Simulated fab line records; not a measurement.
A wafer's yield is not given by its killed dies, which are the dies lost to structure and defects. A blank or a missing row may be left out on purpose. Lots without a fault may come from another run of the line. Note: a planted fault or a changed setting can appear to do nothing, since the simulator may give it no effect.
A single fault, viewed from 2 desks + flow gf180mcu + what lay behind the numbers comes last; until then each desk has only its own

AT THE METROLOGY DESK
What the gauges read for every lot (on any tool): the sampled wafers with a number, averaged. If a lot's mean is further than 4 standard deviations from the usual mean, the lot is out of limits and carries the mark OUT (the distance appears in the brackets).
Columns: A = HV_LDD_03_OVL at GF_HV_LDD_OVL_MEAS_47, usual 1.9 nm; B = V1_CVD_02_THK at GF_V1_THK_MEAS_03, usual 853 nm; C = V2_BOW at GF_V2_BOW_MEAS_05, usual 97 um
| lot  | first seen here | A    | B   | C   |
|------|-----------------|------|-----|-----|
| L589 | day 12 16:00    | 0.8  | 834 | 99  |
| L590 | day 13 04:14    | 4.1  | 854 | 91  |
| L591 | day 13 13:36    | 2.3  | 849 | 96  |
| L592 | day 13 19:19    | 2.5  | 855 | 107 |
| L593 | day 14 02:55    | 1.6  | 831 | 100 |
| L595 | day 14 17:21    | -0.6 | 817 | 100 |
| L599 | day 16 02:23    | 1.9  | 798 | 96  |
| L600 | day 16 11:18    | 1.4  | 811 | 98  |
| L605 | day 18 04:47    | 1.1  | 851 | 108 |
| L606 | day 18 10:42    | 2.1  | 844 | 86  |
| L608 | day 18 23:03    | 4.5  | 857 | 102 |
| L609 | day 19 04:57    | 3.9  | 859 | 91  |
This desk found nothing out of limits on any of the 12 lots.

TOOL OWNER'S DESK, pecvd-02
The tool's own readings at GF_V1_CVD_02 (deposits SiO2 from TEOS, target thk 850 nm, time 94.851 s): means of the sampled wafers that have a number, for each lot that ran on this tool. If a lot's mean is further than 4 standard deviations from the usual mean, the lot is out of limits and carries the mark OUT (the distance appears in the brackets).
Columns: A = heaterPowerW at GF_V1_CVD_02, usual 605 W
| lot  | first seen here | A   |
|------|-----------------|-----|
| L589 | day 17 09:38    | 553 |
| L591 | day 18 12:04    | 559 |
| L593 | day 19 02:26    | 532 |
| L595 | day 19 19:56    | 539 |
| L599 | day 21 09:13    | 578 |
| L600 | day 21 18:25    | 562 |
This desk found nothing out of limits on any of the 6 lots.

ALL TOGETHER
The metrology desk saw nothing out of limits.
The tool owner's desk saw nothing out of limits.

WHAT WAS PUT IN BY THE SIMULATOR
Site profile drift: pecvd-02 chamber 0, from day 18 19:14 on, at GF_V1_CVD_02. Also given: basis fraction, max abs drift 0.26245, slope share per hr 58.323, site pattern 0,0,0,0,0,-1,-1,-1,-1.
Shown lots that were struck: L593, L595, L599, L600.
